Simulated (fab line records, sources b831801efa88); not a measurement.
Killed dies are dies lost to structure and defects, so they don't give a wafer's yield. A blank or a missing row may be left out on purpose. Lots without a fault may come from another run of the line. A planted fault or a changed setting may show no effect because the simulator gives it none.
Which tool did it? | flow sky130 | 14 lots, 40 wafers sampled, at 5 steps of a route of 708

WHAT THE GAUGES READ, wafer by wafer
SKY_METAL2_THK_MEAS_06: measures by xrf. Usual: METAL2_ALCU_THK 247 nm, standard deviation 3.1.
lot  | measured     | on            | METAL2_ALCU_THK (nm) | flag
L239 | day 34 01:19 | film_metro-04 | 246 251 246          |
L241 | day 34 12:10 | film_metro-03 | 243 243 248          |
L242 | day 35 01:40 | film_metro-04 | 243 247 245          |
L243 | day 35 14:09 | film_metro-02 | 253 247 251          |
L244 | day 35 14:46 | film_metro-02 | 247 245 252          |
L245 | day 35 22:23 | film_metro-02 | 249 248 245          |
L246 | day 36 07:58 | film_metro-02 | 250 251 246          |
L247 | day 36 11:02 | film_metro-03 | 243 239 243          |
L248 | day 36 20:24 | film_metro-04 | 243 247 247          |
L249 | day 37 09:19 | film_metro-03 | 246 244 246          |
L250 | day 37 23:00 | film_metro-04 | 246 244              |
L254 | day 38 23:15 | film_metro-04 | 243 246              |
L262 | day 41 05:36 | film_metro-04 | 245 245 245          |
L260 | day 41 08:05 | film_metro-02 | 255 250 249          |

SKY_METAL2_CD_MEAS_15: target cd 140 nm. Usual: cd_nm 139.8 nm, standard deviation 1.7.
lot  | measured     | on        | cd_nm (nm)        | flag
L239 | day 35 04:07 | cd_sem-02 | 139.2 140.6 139.9 |
L241 | day 35 14:18 | cd_sem-02 | 140.7 139.6 139.5 |
L242 | day 36 03:21 | cd_sem-01 | 142.0 140.6 142.2 |
L243 | day 36 15:28 | cd_sem-01 | 139.6 138.9 139.0 |
L244 | day 36 16:56 | cd_sem-02 | 137.8 136.6 136.6 |
L245 | day 37 00:28 | cd_sem-02 | 138.5 137.8 138.9 |
L246 | day 37 10:13 | cd_sem-01 | 141.3 141.1 139.4 |
L247 | day 37 13:13 | cd_sem-02 | 140.4 139.4 139.8 |
L248 | day 37 22:31 | cd_sem-01 | 143.7 140.9 143.0 |
L249 | day 38 11:16 | cd_sem-01 | 141.3 142.4 142.4 |
L250 | day 39 01:10 | cd_sem-01 | 137.2 137.7       |
L254 | day 39 23:49 | cd_sem-02 | 140.2 140.6       |
L262 | day 42 05:17 | cd_sem-02 | 139.7 139.0 139.2 |
L260 | day 42 07:31 | cd_sem-01 | 142.3 142.5 141.9 |

SKY_METAL3_CD_MEAS_13: target cd 300 nm. Usual: cd_nm 300.0 nm, standard deviation 1.3.
lot  | measured     | on        | cd_nm (nm)        | flag
L239 | day 38 14:43 | cd_sem-01 | 299.4 299.6 301.3 |
L241 | day 39 00:55 | cd_sem-02 | 300.0 300.4 300.2 |
L242 | day 39 12:17 | cd_sem-02 | 300.8 301.0 299.9 |
L243 | day 39 23:26 | cd_sem-02 | 298.5 300.2 298.8 |
L244 | day 40 02:26 | cd_sem-02 | 299.1 298.9 300.7 |
L245 | day 40 09:34 | cd_sem-01 | 299.3 298.2 300.0 |
L246 | day 40 16:59 | cd_sem-02 | 301.0 298.9 300.1 |
L247 | day 40 21:08 | cd_sem-01 | 300.8 302.5 300.3 |
L248 | day 41 05:34 | cd_sem-01 | 302.5 302.3 302.8 |
L249 | day 41 15:12 | cd_sem-01 | 301.2 301.0 301.8 |
L250 | day 42 06:18 | cd_sem-02 | 302.2 270.4       | OFF
L254 | day 43 04:31 | cd_sem-02 | 300.4 268.8       | OFF
L262 | day 45 04:17 | cd_sem-01 | 298.2 298.4 298.6 |
L260 | day 45 07:43 | cd_sem-01 | 298.9 299.7 298.7 |

WHICH TOOL RAN EACH LOT (tool, then ch and the chambers of the sampled wafers, then the start)
lot  | SKY_METAL2_SPUTTER_01        | SKY_METAL3_EXPOSE_10
L239 | pvd_sputter-01, day 34 01:04 | krf_scanner-01 ch 0, day 38 01:19
L241 | pvd_sputter-02, day 34 11:54 | krf_scanner-01 ch 0, day 38 12:26
L242 | pvd_sputter-02, day 35 01:25 | krf_scanner-01 ch 0, day 39 00:09
L243 | pvd_sputter-02, day 35 13:55 | krf_scanner-02 ch 0, day 39 11:13
L244 | pvd_sputter-01, day 35 14:31 | krf_scanner-01 ch 0, day 39 14:18
L245 | pvd_sputter-04, day 35 22:08 | krf_scanner-01 ch 0, day 39 21:16
L246 | pvd_sputter-04, day 36 07:44 | krf_scanner-01 ch 0, day 40 05:13
L247 | pvd_sputter-02, day 36 10:48 | krf_scanner-01 ch 0, day 40 09:13
L248 | pvd_sputter-02, day 36 20:10 | krf_scanner-02 ch 0, day 40 16:41
L249 | pvd_sputter-04, day 37 09:02 | krf_scanner-02 ch 0, day 41 03:55
L250 | pvd_sputter-01, day 37 22:44 | krf_scanner-02 ch 0, day 41 18:22
L254 | pvd_sputter-01, day 38 23:00 | krf_scanner-02 ch 0, day 42 16:19
L262 | pvd_sputter-02, day 41 05:22 | krf_scanner-01 ch 0, day 44 17:14
L260 | pvd_sputter-04, day 41 07:50 | krf_scanner-01 ch 0, day 44 20:50
- SKY_METAL2_SPUTTER_01: material TiN, target thk 20 nm, time 16.7 s.
- SKY_METAL3_EXPOSE_10: exposes mask MM3, target cd 300 nm.

WHAT THE TOOLS THEMSELVES READ (means of the sampled wafers that have a number; where no wafer has one, the mark that the record gives instead)
SKY_METAL2_SPUTTER_01. Usual: throttle_valve_pct 29.2 %, standard deviation 0.9.
lot  | tool           | throttle_valve_pct (%) | flag
L239 | pvd_sputter-01 | 29.1                   |
L241 | pvd_sputter-02 | 28.5                   |
L242 | pvd_sputter-02 | 28.5                   |
L243 | pvd_sputter-02 | 30.4                   |
L244 | pvd_sputter-01 | 28.9                   |
L245 | pvd_sputter-04 | 28.7                   |
L246 | pvd_sputter-04 | 29.3                   |
L247 | pvd_sputter-02 | 29.7                   |
L248 | pvd_sputter-02 | 29.5                   |
L249 | pvd_sputter-04 | 29.5                   |
L250 | pvd_sputter-01 | 29.1                   |
L254 | pvd_sputter-01 | 29.0                   |
L262 | pvd_sputter-02 | 28.6                   |
L260 | pvd_sputter-04 | 28.9                   |

THE ANSWER, worked out from the rows above alone
Rule: a lot is off if the mean of its wafers that have a number lies more than 3 standard deviations from the usual mean. A lot without any number at a reading at which 4 lots or more have one is off too. The other lots that the step has rows for count as sound. The gauges are gone through in route order, then the tools' own readings, and for those a lot's mean is taken as printed above. The first step at which some lot is off is used, and at that step the reading that is off furthest; a lot without a number counts as furthest.
Off: L250, L254, at SKY_METAL3_CD_MEAS_13 (cd_nm).
A tool fits if, at a process step before that reading, it ran every lot that is off, and no sound lot after the first of them. The gauges at SKY_METAL3_CD_MEAS_13 are tried like those tools. Can't be told from this: 3 tools fit, pvd_sputter-01 at SKY_METAL2_SPUTTER_01, krf_scanner-02 at SKY_METAL3_EXPOSE_10, cd_sem-02 at SKY_METAL3_CD_MEAS_13.

WHAT THE SIMULATOR HAD PUT IN
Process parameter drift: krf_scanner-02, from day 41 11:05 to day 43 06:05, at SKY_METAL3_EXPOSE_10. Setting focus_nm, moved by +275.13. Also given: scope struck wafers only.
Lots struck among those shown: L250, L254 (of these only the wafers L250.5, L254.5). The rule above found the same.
